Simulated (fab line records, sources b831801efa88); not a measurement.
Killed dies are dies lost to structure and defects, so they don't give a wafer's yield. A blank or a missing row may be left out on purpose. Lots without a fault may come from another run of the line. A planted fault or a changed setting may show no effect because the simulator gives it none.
Chamber matching | flow gf180mcu | GF_PASSIVATION_CVD_02 on pecvd-01: 3 sister chambers
The step deposits Si3N4, target thk 700 nm, time 486.18 s. 16 wafers are shown with their chamber, then 8 later ones without.

WAFERS WITH THEIR CHAMBER
wafer  | chamber | heater_power_w (W)
L317.2 | 2       | 676
L317.3 | 1       | 644
L317.6 | 1       | 674
L321.1 | 2       | 685
L321.3 | 0       | 711
L321.6 | 2       | 700
L326.1 | 0       | 724
L326.3 | 2       | 707
L326.5 | 1       | 755
L330.3 | 0       | 744
L330.4 | 2       | 698
L330.5 | 1       | 633
L331.4 | 0       | 756
L331.5 | 1       | 707
L331.6 | 2       | 715
L332.3 | 1       | 721

SIGNATURES (means of the wafers above)
reading        | chamber 0 | chamber 1 | chamber 2 | scatter within a chamber
heater_power_w | 733.75    | 689.00    | 696.83    | 32
Rule: a wafer's distance from a chamber is the root of the sum, over the readings, of the square of ((its reading less the chamber's mean) divided by the reading's scatter). The wafer belongs to the nearest chamber; if the next one is less than 2 further off, it can't be placed. The scatter: the root of (the sum of the squares of (reading less its chamber's mean) over the shown wafers, divided by (wafers less chambers)).

WAFERS WITHOUT THEIR CHAMBER
wafer  | heater_power_w (W)
L332.5 | 755
L332.6 | 657
L338.2 | 738
L338.3 | 714
L338.5 | 742
L339.2 | 607
L339.3 | 744
L339.5 | 754

WHICH CHAMBER EACH WENT THROUGH
wafer  | from the rows above          | in truth
L332.5 | can't be placed: 0 or 2 or 1 | 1
L332.6 | can't be placed: 1 or 2 or 0 | 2
L338.2 | can't be placed: 0 or 2 or 1 | 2
L338.3 | can't be placed: 2 or 0 or 1 | 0
L338.5 | can't be placed: 0 or 2 or 1 | 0
L339.2 | can't be placed: 1 or 2 or 0 | 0
L339.3 | can't be placed: 0 or 2 or 1 | 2
L339.5 | can't be placed: 0 or 2 or 1 | 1
Placed correctly: 0 of 8. Can't be placed from these rows: 8 (the true chamber is among the candidates in 8). Placed wrongly: 0.
